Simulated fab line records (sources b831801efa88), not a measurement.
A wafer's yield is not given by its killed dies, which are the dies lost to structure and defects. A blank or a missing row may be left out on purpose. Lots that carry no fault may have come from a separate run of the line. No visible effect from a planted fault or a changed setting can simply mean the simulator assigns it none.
fab line records ; flow sky130
[record] lots = 11; wafers = 33; last_day = 50
route steps=708 shown RES_PROTECT@215 LI_CONTACT@383 CONTACT@423 METAL1@451
lots that met no fault: from a run of the same line without faults
start_h: hours from the record's opening day to when the first of the lot's shown wafers began ; wait_h: hours elapsed since this lot's preceding step ; " unchanged from the row above ; L1.1+2: one row covering several wafers at once ; - either no value or no given start ; * or withheld: withheld ; < > ~ a bound
route shown NAME@n: NAME is a module with steps in the file, n the number in the route of the first one ; usual: average and standard deviation across the fault-free wafers ; same: alike in all rows ; chamber/n: place in a boat ; sites: each site's reading ; _std_site: their standard deviation ; _edge_site: mean of outer sites minus mean of inner sites ; radius_mm: how far each site lies from the wafer's centre ; mask NAME#n: copy n ; behind: tool/chamber where the wafer was last shaped ; hold: cause of the lot's hold/its duration in hours/its outcome ; device: the transistor (n, p or np) that didn't switch ; end of line: the same wafers' tests at the end of the route ; a step given without rows: its recipe and nothing more ; killed: count of dies lost to structure and defects at first sort (not the wafer's yield) ; map: the dies of a wafer, with x for killed, . for not killed, _ for no die there
set.NAME: setting as actually run; set.NAME@STEP: the setting as run at that earlier step ; model.NAME: the simulator's own value behind a step, which no gauge read
a sample of lots followed through the steps of the route, with each step as a table and each wafer as a row
services: the hour from which a tool's chamber was out of use, counted from the record's first day as start_h (under 0 if before that day), plus the number of hours and why
[[steps]]
[step SKY_RES_PROTECT_TW_MEAS_08]
[usual] POLY_GATE_TW = 4038/24
lot.wafer;tool;chamber;start_h;wait_h;POLY_GATE_TW
L851.3;film_metro-01;-;356.58;0.1;4005
L851.4;film_metro-01;-;356.58;0.1;4010
L851.6;film_metro-01;-;356.58;0.1;4029
L852.1;film_metro-01;-;356.86;0.1;4029
L852.2;film_metro-01;-;356.86;0.1;4046
L852.4;film_metro-01;-;356.86;0.1;4040
L853.2;film_metro-01;-;367.87;0.1;4049
L853.3;film_metro-01;-;367.87;0.1;4060
L853.4;film_metro-01;-;367.87;0.1;4063
L854.1;film_metro-02;-;382.31;0.1;4072
L854.4;film_metro-02;-;382.31;0.1;4057
L854.5;film_metro-02;-;382.31;0.1;4061
L859.1;film_metro-03;-;427.21;0.1;3986
L859.2;film_metro-03;-;427.21;0.1;3989
L859.6;film_metro-03;-;427.21;0.1;3999
L861.2;film_metro-03;-;449.76;0.1;4011
L861.4;film_metro-03;-;449.76;0.1;4012
L861.5;film_metro-03;-;449.76;0.1;4004
L862.2;film_metro-02;-;450.07;0.1;4056
L862.3;film_metro-02;-;450.07;0.1;4068
L862.5;film_metro-02;-;450.07;0.1;4058
L863.1;film_metro-03;-;464.50;0.1;4026
L863.4;film_metro-03;-;464.50;0.1;4025
L863.5;film_metro-03;-;464.50;0.1;4022
L864.1;film_metro-01;-;469.41;0.1;4038
L864.5;film_metro-01;-;469.41;0.1;4018
L864.6;film_metro-01;-;469.41;0.1;4024
L867.3;film_metro-01;-;496.07;0.1;4009
L867.5;film_metro-01;-;496.07;0.1;4007
L867.6;film_metro-01;-;496.07;0.1;4018
L871.3;film_metro-02;-;532.64;0.1;4077
L871.5;film_metro-02;-;532.64;0.1;4074
L871.6;film_metro-02;-;532.64;0.1;4063
[step SKY_LI_CONTACT_CVD_21]
[recipe] material = W; target_thk_nm = 400; time_s = 120.56; temp_c = 400; pressure_torr = 40
[usual] heater_power_w = 832/38; susceptor_temp_C = 399.97/0.24
lot.wafer;tool;chamber;start_h;wait_h;heater_power_w;susceptor_temp_C
L851.3;cvd_w-01;0;697.27;0.1;814;400.07
L851.4;cvd_w-01;1;697.27;0.1;775;399.95
L851.6;cvd_w-01;0;697.27;0.1;839;399.98
L852.1;cvd_w-01;1;699.37;0.0;737;394.63
L852.2;cvd_w-01;0;699.37;0.0;809;394.45
L852.4;cvd_w-01;1;699.37;0.0;747;395.16
L853.2;cvd_w-02;0;708.15;0.0;830;400.07
L853.3;cvd_w-02;0;708.15;0.0;833;400.29
L853.4;cvd_w-02;1;708.15;0.0;839;399.74
L854.1;cvd_w-01;0;721.17;0.0;825;395.42
L854.4;cvd_w-01;1;721.17;0.0;766;395.01
L854.5;cvd_w-01;1;721.17;0.0;742;394.87
L859.1;cvd_w-02;1;760.97;0.0;864;399.89
L859.2;cvd_w-02;0;760.97;0.0;847;400.23
L859.6;cvd_w-02;0;760.97;0.0;845;399.59
L861.2;cvd_w-02;1;778.07;0.0;883;400.03
L861.4;cvd_w-02;0;778.07;0.0;836;400.10
L861.5;cvd_w-02;0;778.07;0.0;847;400.19
L862.2;cvd_w-01;1;780.05;0.0;775;400.00
L862.3;cvd_w-01;0;780.05;0.0;842;400.33
L862.5;cvd_w-01;1;780.05;0.0;796;400.14
L863.1;cvd_w-01;1;793.68;0.0;773;399.99
L863.4;cvd_w-01;0;793.68;0.0;856;399.82
L863.5;cvd_w-01;0;793.68;0.0;846;400.47
L864.1;cvd_w-01;0;795.92;0.0;856;400.12
L864.5;cvd_w-01;1;795.92;0.0;788;400.34
L864.6;cvd_w-01;0;795.92;0.0;834;399.98
L867.3;cvd_w-01;1;817.59;0.1;780;400.00
L867.5;cvd_w-01;1;817.59;0.1;752;400.13
L867.6;cvd_w-01;0;817.59;0.1;815;399.78
L871.3;cvd_w-01;0;852.74;0.1;850;399.72
L871.5;cvd_w-01;1;852.74;0.1;763;400.15
L871.6;cvd_w-01;0;852.74;0.1;841;399.58
[step SKY_LI_CONTACT_RS_MEAS_22]
[recipe] thk_meas_gauge = four-point-probe; reads = W_of_LI_CONTACT_CVD_21+TiN_of_LI_CONTACT_SPUTTER_20+Ti_of_LI_CONTACT_SPUTTER_19
[usual] LI_CONTACT_W_RS = 0.289/0.0032
lot.wafer;tool;chamber;start_h;wait_h;LI_CONTACT_W_RS[ohm/sq]
L851.3;film_metro-02;-;697.40;0.1;0.295
L851.4;film_metro-02;-;697.40;0.1;0.289
L851.6;film_metro-02;-;697.40;0.1;0.295
L852.1;film_metro-03;-;699.49;0.1;0.317
L852.2;film_metro-03;-;699.49;0.1;0.321
L852.4;film_metro-03;-;699.49;0.1;0.320
L853.2;film_metro-04;-;708.30;0.1;0.290
L853.3;film_metro-04;-;708.30;0.1;0.291
L853.4;film_metro-04;-;708.30;0.1;0.291
L854.1;film_metro-02;-;721.30;0.1;0.318
L854.4;film_metro-02;-;721.30;0.1;0.321
L854.5;film_metro-02;-;721.30;0.1;0.315
L859.1;film_metro-02;-;761.10;0.1;0.289
L859.2;film_metro-02;-;761.10;0.1;0.292
L859.6;film_metro-02;-;761.10;0.1;0.288
L861.2;film_metro-03;-;778.21;0.1;0.287
L861.4;film_metro-03;-;778.21;0.1;0.285
L861.5;film_metro-03;-;778.21;0.1;0.285
L862.2;film_metro-03;-;780.20;0.1;0.290
L862.3;film_metro-03;-;780.20;0.1;0.287
L862.5;film_metro-03;-;780.20;0.1;0.291
L863.1;film_metro-02;-;793.81;0.1;0.287
L863.4;film_metro-02;-;793.81;0.1;0.292
L863.5;film_metro-02;-;793.81;0.1;0.289
L864.1;film_metro-04;-;796.04;0.1;0.287
L864.5;film_metro-04;-;796.04;0.1;0.285
L864.6;film_metro-04;-;796.04;0.1;0.287
L867.3;film_metro-04;-;817.72;0.1;0.286
L867.5;film_metro-04;-;817.72;0.1;0.285
L867.6;film_metro-04;-;817.72;0.1;0.288
L871.3;film_metro-03;-;852.87;0.1;0.288
L871.5;film_metro-03;-;852.87;0.1;0.288
L871.6;film_metro-03;-;852.87;0.1;0.290
[step SKY_LI_CONTACT_THK_MEAS_23]
[recipe] thk_meas_gauge = xrf; reads = W_of_LI_CONTACT_CVD_21
[usual] LI_CONTACT_W_THK = 399/5.8
lot.wafer;tool;chamber;start_h;wait_h;LI_CONTACT_W_THK[nm]
L851.3;film_metro-02;-;697.50;0.1;393
L851.4;film_metro-02;-;697.50;0.1;401
L851.6;film_metro-02;-;697.50;0.1;391
L852.1;film_metro-03;-;699.61;0.1;365
L852.2;film_metro-03;-;699.61;0.1;359
L852.4;film_metro-03;-;699.61;0.1;358
L853.2;film_metro-04;-;708.41;0.1;401
L853.3;film_metro-04;-;708.41;0.1;397
L853.4;film_metro-04;-;708.41;0.1;397
L854.1;film_metro-02;-;721.42;0.1;362
L854.4;film_metro-02;-;721.42;0.1;360
L854.5;film_metro-02;-;721.42;0.1;367
L859.1;film_metro-02;-;761.22;0.1;405
L859.2;film_metro-02;-;761.22;0.1;400
L859.6;film_metro-02;-;761.22;0.1;406
L861.2;film_metro-03;-;778.32;0.1;400
L861.4;film_metro-03;-;778.32;0.1;405
L861.5;film_metro-03;-;778.32;0.1;402
L862.2;film_metro-03;-;780.31;0.1;393
L862.3;film_metro-03;-;780.31;0.1;398
L862.5;film_metro-03;-;780.31;0.1;394
L863.1;film_metro-02;-;793.93;0.1;410
L863.4;film_metro-02;-;793.93;0.1;400
L863.5;film_metro-02;-;793.93;0.1;399
L864.1;film_metro-04;-;796.16;0.1;404
L864.5;film_metro-04;-;796.16;0.1;404
L864.6;film_metro-04;-;796.16;0.1;401
L867.3;film_metro-04;-;817.82;0.1;397
L867.5;film_metro-04;-;817.82;0.1;401
L867.6;film_metro-04;-;817.82;0.1;396
L871.3;film_metro-03;-;852.97;0.1;400
L871.5;film_metro-03;-;852.97;0.1;398
L871.6;film_metro-03;-;852.97;0.1;394
[step SKY_CONTACT_ETCH_17]
[recipe] target = SiO2; chemistry = C4F8/O2/Ar; stop_on = Si3N4; mask_material = KrF-thick; source_w = 1500; bias_w = 1200; pressure_mtorr = 40; c4f8_flow_sccm = withheld; O2_flow_sccm = 6; Ar_flow_sccm = 300; time_s = withheld; target_depth_a = 3400
[usual] oes_product_au = 0.892/0.0051; rf_fwd_power_W = 1487/7
lot.wafer;tool;chamber;start_h;wait_h;oes_product_au;rf_fwd_power_W
L851.3;rie_diel-03;1;755.48;0.0;0.890;1482
L851.4;rie_diel-03;3;755.48;0.0;0.902;1483
L851.6;rie_diel-03;3;755.48;0.0;0.888;1478
L852.1;rie_diel-01;0;756.56;0.0;0.891;1486
L852.2;rie_diel-01;3;756.56;0.0;0.903;1475
L852.4;rie_diel-01;2;756.56;0.0;0.889;1497
L853.2;rie_diel-03;0;765.76;0.0;0.891;1498
L853.3;rie_diel-03;3;765.76;0.0;0.891;1478
L853.4;rie_diel-03;2;765.76;0.0;0.898;1492
L854.1;rie_diel-03;2;777.41;0.0;0.888;1493
L854.4;rie_diel-03;3;777.41;0.0;0.898;1483
L854.5;rie_diel-03;2;777.41;0.0;0.891;1500
L859.1;rie_diel-01;0;815.46;0.0;0.890;1488
L859.2;rie_diel-01;3;815.46;0.0;0.896;1483
L859.6;rie_diel-01;1;815.46;0.0;0.892;1485
L861.2;rie_diel-03;1;833.73;0.0;0.886;1485
L861.4;rie_diel-03;2;833.73;0.0;0.887;1483
L861.5;rie_diel-03;3;833.73;0.0;0.886;1489
L862.2;rie_diel-01;1;834.61;0.0;0.891;1483
L862.3;rie_diel-01;3;834.61;0.0;0.890;1473
L862.5;rie_diel-01;3;834.61;0.0;0.891;1472
L863.1;rie_diel-02;3;848.71;0.0;0.898;1486
L863.4;rie_diel-02;2;848.71;0.0;0.900;1479
L863.5;rie_diel-02;1;848.71;0.0;0.900;1486
L864.1;rie_diel-01;0;851.83;0.0;0.888;1497
L864.5;rie_diel-01;3;851.83;0.0;0.888;1478
L864.6;rie_diel-01;0;851.83;0.0;0.897;1485
L867.3;rie_diel-03;3;873.16;0.0;0.896;1478
L867.5;rie_diel-03;2;873.16;0.0;0.884;1491
L867.6;rie_diel-03;1;873.16;0.0;0.890;1480
L871.3;rie_diel-01;2;907.11;0.0;0.891;1497
L871.5;rie_diel-01;2;907.11;0.0;0.897;1502
L871.6;rie_diel-01;1;907.11;0.0;0.892;1478
[step SKY_METAL1_DESCUM_17]
[recipe] chemistry = O2; source_power_w = 150; bias_power_w = 0; pressure_mtorr = 10; temp_c = 40; time_s = 8
[usual] drypump_motor_current_A = 5.8/0.39; oes_product_au = 1.000/0.0076; rf_fwd_power_W = 146.3/0.46
lot.wafer;tool;chamber;start_h;wait_h;drypump_motor_current_A;oes_product_au;rf_fwd_power_W;rf_hours_counter_h
L851.3;rie_metal-03;0;783.56;0.0;6.1;0.995;145.9;-
L851.4;rie_metal-03;0;783.56;0.0;6.1;0.985;146.2;-
L851.6;rie_metal-03;0;783.56;0.0;6.1;0.995;146.7;-
L852.1;rie_metal-02;0;785.22;0.0;5.9;0.999;146.0;15
L852.2;rie_metal-02;1;785.22;0.0;5.3;1.015;146.6;6
L852.4;rie_metal-02;0;785.22;0.0;5.9;0.992;145.3;-
L853.2;rie_metal-03;0;793.77;0.0;6.1;0.991;146.6;-
L853.3;rie_metal-03;0;793.77;0.0;6.1;0.993;146.7;-
L853.4;rie_metal-03;0;793.77;0.0;6.1;1.000;146.3;-
L854.1;rie_metal-02;1;805.32;0.0;5.3;1.006;146.4;7
L854.4;rie_metal-02;1;805.32;0.0;5.2;1.005;146.2;-
L854.5;rie_metal-02;1;805.32;0.0;5.2;0.999;145.9;-
L859.1;rie_metal-02;1;843.21;0.0;5.3;1.005;145.9;9
L859.2;rie_metal-02;0;843.21;0.0;5.9;1.016;144.9;1
L859.6;rie_metal-02;0;843.21;0.0;5.9;1.006;145.5;-
L861.2;rie_metal-01;1;861.67;0.0;6.7;1.003;147.0;9
L861.4;rie_metal-01;1;861.67;0.0;6.7;1.014;146.8;-
L861.5;rie_metal-01;0;861.67;0.0;5.9;0.993;147.0;-
L862.2;rie_metal-03;0;862.19;0.0;6.1;1.003;146.7;12
L862.3;rie_metal-03;0;862.19;0.0;6.1;0.990;146.2;-
L862.5;rie_metal-03;0;862.19;0.0;6.1;0.995;146.7;-
L863.1;rie_metal-02;0;876.32;0.0;5.9;1.009;147.0;2
L863.4;rie_metal-02;1;876.32;0.0;5.3;0.999;146.0;-
L863.5;rie_metal-02;0;876.32;0.0;5.9;1.007;146.9;-
L864.1;rie_metal-02;1;879.62;0.0;5.3;0.997;145.8;10
L864.5;rie_metal-02;1;879.62;0.0;5.3;1.004;145.3;-
L864.6;rie_metal-02;0;879.62;0.0;5.9;1.007;146.7;-
L867.3;rie_metal-02;0;900.27;0.0;5.9;1.001;146.1;-
L867.5;rie_metal-02;1;900.27;0.0;5.3;1.005;145.8;-
L867.6;rie_metal-02;0;900.27;0.0;5.9;1.006;146.2;-
L871.3;rie_metal-03;0;933.95;0.0;6.1;0.994;146.3;-
L871.5;rie_metal-03;0;933.95;0.0;6.1;0.995;146.5;-
L871.6;rie_metal-03;1;933.95;0.0;5.8;0.990;146.0;-
[[services]]
tool;chamber;start_h;hours;kind
rie_diel-03;2;702.94;15.2;repair
rie_diel-01;2;707.07;6.9;repair
rie_metal-02;1;714.11;1.0;repair
cvd_w-02;0;715.05;3.9;repair
rie_diel-02;0;725.53;1.5;repair
rie_diel-02;2;733.54;1.7;repair
rie_diel-01;1;745.26;1.8;repair
rie_diel-03;-;762.35;2.8;pm
rie_diel-02;0;771.68;15.2;repair
rie_diel-03;0;774.18;4.5;repair
rie_diel-03;-;787.55;0.2;repair
rie_metal-02;0;795.74;-;clean
rie_metal-02;0;795.74;28.2;scheduled_down
rie_metal-02;0;795.74;28.2;vent_cycle
rie_diel-01;-;804.79;2.7;pm
rie_diel-03;0;822.64;36.7;repair
rie_diel-01;0;834.03;5.8;repair
cvd_w-02;-;850.45;0.5;repair
rie_diel-02;-;872.78;1.1;repair
rie_diel-03;-;890.59;4.3;pm
cvd_w-02;-;904.00;14.0;pm
rie_metal-01;-;907.50;1.4;pm
rie_diel-02;1;924.26;7.6;repair
rie_diel-02;3;925.04;5.1;repair
[[key]]
[first_sign] step = SKY_LI_CONTACT_CVD_21; reading = susceptor_temp_C; direction = down; sigmas = 21; usual = *; struck = *
[effect] step = SKY_LI_CONTACT_RS_MEAS_22; reading = LI_CONTACT_W_RS; direction = up; sigmas = 9.2; usual = 0.289; struck = 0.319
[effect] step = SKY_LI_CONTACT_THK_MEAS_23; reading = LI_CONTACT_W_THK; direction = down; sigmas = 6.3; usual = 399; struck = 362
met_at SKY_LI_CONTACT_CVD_21
struck_lots L852,L854
tester_left_out L852,L854
not_acting_at SKY_RES_PROTECT_TW_MEAS_08,SKY_CONTACT_ETCH_17,SKY_METAL1_DESCUM_17
onset_between 697.27 699.37
[fault] kind = process_parameter_drift; tool = cvd_w-01; chamber = -; onset_h = 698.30; steps = SKY_LI_CONTACT_CVD_21; channel = temp_c; offset = *; shape = step; end_h = 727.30; acts_in = *; stated = *
// tester_left_out: of these lots the tester's yield and bins aren't shown, on N5 and GAA mostly nor the transistor test; their killed dies are dies lost to structure and defects alone, not to doping, threshold or leakage, so they don't give the yield
